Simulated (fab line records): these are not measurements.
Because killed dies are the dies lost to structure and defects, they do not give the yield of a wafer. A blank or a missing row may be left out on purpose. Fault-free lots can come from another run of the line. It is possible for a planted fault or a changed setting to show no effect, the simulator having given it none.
Split-lot experiment || flow gf180mcu || route with 602 steps; 5 lots, 23 wafers read

== THE SPLIT ITSELF ==
At GF_V2_COAT_09 (resist thk 1000 nm), the setting resist thk nm was moved away from the recipe's 1000 nm on 9 of the 23 wafers read, by -5.1% to +3.9%. All remaining wafers had this setting at the recipe value.

== FROM THE SPLIT TO THE READING: what the file shows between them, 2 steps ==
- GF_V2_ETCH_16: etches BARC in N2/H2 (also split here: bias w)
- GF_V2_ETCH_17: etches SiO2 in C4F8/O2/Ar, stops on TiN, target depth 630 nm

== THE READING ==
oes product au, in a.u., at GF_V2_STRIP_18 (strips in O2/N2). Typical for fault-free wafers on this fab line: 0.593 a.u., with standard deviation 0.0051 a.u.

{"wafer": "L075.1", "tool, chamber at the split": "litho track-01, 0", "resist thk nm as run, nm": 1039, "against the recipe": "+3.9%", "oes product au, a.u.": 0.607, "against lot-mates on the recipe": "+0.014"}
{"wafer": "L075.2", "tool, chamber at the split": "litho track-01, 0", "resist thk nm as run, nm": 1000, "against the recipe": "recipe", "oes product au, a.u.": 0.584, "against lot-mates on the recipe": "-"}
{"wafer": "L075.4", "tool, chamber at the split": "litho track-01, 0", "resist thk nm as run, nm": 1039, "against the recipe": "+3.9%", "oes product au, a.u.": 0.615, "against lot-mates on the recipe": "+0.022"}
{"wafer": "L075.5", "tool, chamber at the split": "litho track-01, 0", "resist thk nm as run, nm": 1000, "against the recipe": "recipe", "oes product au, a.u.": 0.595, "against lot-mates on the recipe": "-"}
{"wafer": "L075.6", "tool, chamber at the split": "litho track-01, 0", "resist thk nm as run, nm": 1000, "against the recipe": "recipe", "oes product au, a.u.": 0.600, "against lot-mates on the recipe": "-"}
{"wafer": "L078.2", "tool, chamber at the split": "litho track-03, 0", "resist thk nm as run, nm": 1000, "against the recipe": "recipe", "oes product au, a.u.": 0.591, "against lot-mates on the recipe": "-"}
{"wafer": "L078.4", "tool, chamber at the split": "litho track-03, 0", "resist thk nm as run, nm": 1000, "against the recipe": "recipe", "oes product au, a.u.": 0.590, "against lot-mates on the recipe": "-"}
{"wafer": "L078.6", "tool, chamber at the split": "litho track-03, 0", "resist thk nm as run, nm": 1000, "against the recipe": "recipe", "oes product au, a.u.": 0.591, "against lot-mates on the recipe": "-"}
{"wafer": "L077.1", "tool, chamber at the split": "litho track-03, 0", "resist thk nm as run, nm": 1000, "against the recipe": "recipe", "oes product au, a.u.": 0.598, "against lot-mates on the recipe": "-"}
{"wafer": "L077.2", "tool, chamber at the split": "litho track-03, 0", "resist thk nm as run, nm": 1000, "against the recipe": "recipe", "oes product au, a.u.": 0.589, "against lot-mates on the recipe": "-"}
{"wafer": "L077.3", "tool, chamber at the split": "litho track-03, 0", "resist thk nm as run, nm": 977.1, "against the recipe": "-2.3%", "oes product au, a.u.": 0.586, "against lot-mates on the recipe": -0.010}
{"wafer": "L077.4", "tool, chamber at the split": "litho track-03, 0", "resist thk nm as run, nm": 977.1, "against the recipe": "-2.3%", "oes product au, a.u.": 0.592, "against lot-mates on the recipe": -0.004}
{"wafer": "L077.6", "tool, chamber at the split": "litho track-03, 0", "resist thk nm as run, nm": 1000, "against the recipe": "recipe", "oes product au, a.u.": 0.600, "against lot-mates on the recipe": "-"}
{"wafer": "L081.2", "tool, chamber at the split": "litho track-01, 0", "resist thk nm as run, nm": 1000, "against the recipe": "recipe", "oes product au, a.u.": 0.591, "against lot-mates on the recipe": "-"}
{"wafer": "L081.3", "tool, chamber at the split": "litho track-01, 0", "resist thk nm as run, nm": 1036, "against the recipe": "+3.6%", "oes product au, a.u.": 0.605, "against lot-mates on the recipe": "+0.014"}
{"wafer": "L081.4", "tool, chamber at the split": "litho track-01, 0", "resist thk nm as run, nm": 1036, "against the recipe": "+3.6%", "oes product au, a.u.": 0.607, "against lot-mates on the recipe": "+0.016"}
{"wafer": "L081.5", "tool, chamber at the split": "litho track-01, 0", "resist thk nm as run, nm": 1000, "against the recipe": "recipe", "oes product au, a.u.": 0.591, "against lot-mates on the recipe": "-"}
{"wafer": "L081.6", "tool, chamber at the split": "litho track-01, 0", "resist thk nm as run, nm": 1036, "against the recipe": "+3.6%", "oes product au, a.u.": 0.604, "against lot-mates on the recipe": "+0.013"}
{"wafer": "L082.1", "tool, chamber at the split": "litho track-01, 0", "resist thk nm as run, nm": 1000, "against the recipe": "recipe", "oes product au, a.u.": 0.590, "against lot-mates on the recipe": "-"}
{"wafer": "L082.2", "tool, chamber at the split": "litho track-01, 0", "resist thk nm as run, nm": 1000, "against the recipe": "recipe", "oes product au, a.u.": 0.594, "against lot-mates on the recipe": "-"}
{"wafer": "L082.3", "tool, chamber at the split": "litho track-01, 0", "resist thk nm as run, nm": 1000, "against the recipe": "recipe", "oes product au, a.u.": 0.586, "against lot-mates on the recipe": "-"}
{"wafer": "L082.5", "tool, chamber at the split": "litho track-01, 0", "resist thk nm as run, nm": 948.5, "against the recipe": "-5.1%", "oes product au, a.u.": 0.573, "against lot-mates on the recipe": -0.017}
{"wafer": "L082.6", "tool, chamber at the split": "litho track-01, 0", "resist thk nm as run, nm": 948.5, "against the recipe": "-5.1%", "oes product au, a.u.": 0.575, "against lot-mates on the recipe": -0.015}

THE FIT
A straight line over all 23 wafers: oes product au changes by +0.00367 a.u. for each +1% of resist thk nm; r = +0.90; the points scatter about the line by 0.0045 a.u.
The same after taking each lot's own level away (the mean of its wafers on the recipe; 23 wafers): +0.00367 a.u. for each +1%; r = +0.92; scatter 0.004 a.u.
According to that fit, moving resist thk nm by its largest amount changes the reading by 0.019 a.u.
From 0.5900 to 0.5957 a.u.: that is the span of the lots' own levels, equal to 1.1 times the standard deviation above.
The two slopes agree, so the slope changes little with the lot-to-lot level.
Check: for one of the wafers moved furthest among these (-5.1%), held out of the fit, the line's prediction against its lot-mates is -0.0184 a.u. It came out at -0.017 a.u. against them.

== OTHER SPLITS APPLIED TO THESE WAFERS ==
Other splits were also applied to these wafers ahead of the reading. Each is held against what the fit with the lots' levels taken away leaves over:
{"other split on the same wafers": "GF_SAB_DEVELOP_08 develop time s", "wafers away from the commonest value": 6, "r with oes product au (lot level and that fit taken away)": -0.34}
{"other split on the same wafers": "GF_CONTACT_CVD_00 sih4 flow sccm", "wafers away from the commonest value": 10, "r with oes product au (lot level and that fit taken away)": -0.05}
{"other split on the same wafers": "GF_CONTACT_ETCH_16 ion energy ev", "wafers away from the commonest value": 5, "r with oes product au (lot level and that fit taken away)": "+0.41"}
{"other split on the same wafers": "GF_M1_SPUTTER_00 time s", "wafers away from the commonest value": 10, "r with oes product au (lot level and that fit taken away)": "+0.11"}
{"other split on the same wafers": "GF_M1_PEB_12 peb temp c", "wafers away from the commonest value": 7, "r with oes product au (lot level and that fit taken away)": "+0.18"}
{"other split on the same wafers": "GF_V1_CMP_04 leave above ref nm", "wafers away from the commonest value": 10, "r with oes product au (lot level and that fit taken away)": -0.15}
{"other split on the same wafers": "GF_M2_SPUTTER_00 chamber pressure pa", "wafers away from the commonest value": 10, "r with oes product au (lot level and that fit taken away)": -0.07}
{"other split on the same wafers": "GF_M2_COAT_09 resist thk nm", "wafers away from the commonest value": 5, "r with oes product au (lot level and that fit taken away)": "+0.00"}
{"other split on the same wafers": "GF_V2_ETCH_16 bias w", "wafers away from the commonest value": 8, "r with oes product au (lot level and that fit taken away)": -0.05}

== THE WHOLE CHAIN: every reading that the file lists as answering this split, in the file's order ==
{"step": "GF_V2_COAT_09", "what it does": "resist thk 1000 nm", "reading": "KrF_of_V2_COAT_09.thk nm (the simulator's own value, which no gauge read)", "change (the file's fit)": "+10.2 nm for each +1% of the setting", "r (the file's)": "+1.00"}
{"step": "GF_V2_STRIP_18", "what it does": "strips in O2/N2", "reading": "oes product au", "change (the file's fit)": "+0.00369 a.u. for each +1% of the setting", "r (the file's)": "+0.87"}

== THE FILE'S OWN FIT ==
oes product au changes by +0.00369 a.u. for each +1% of resist thk nm, r = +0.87.
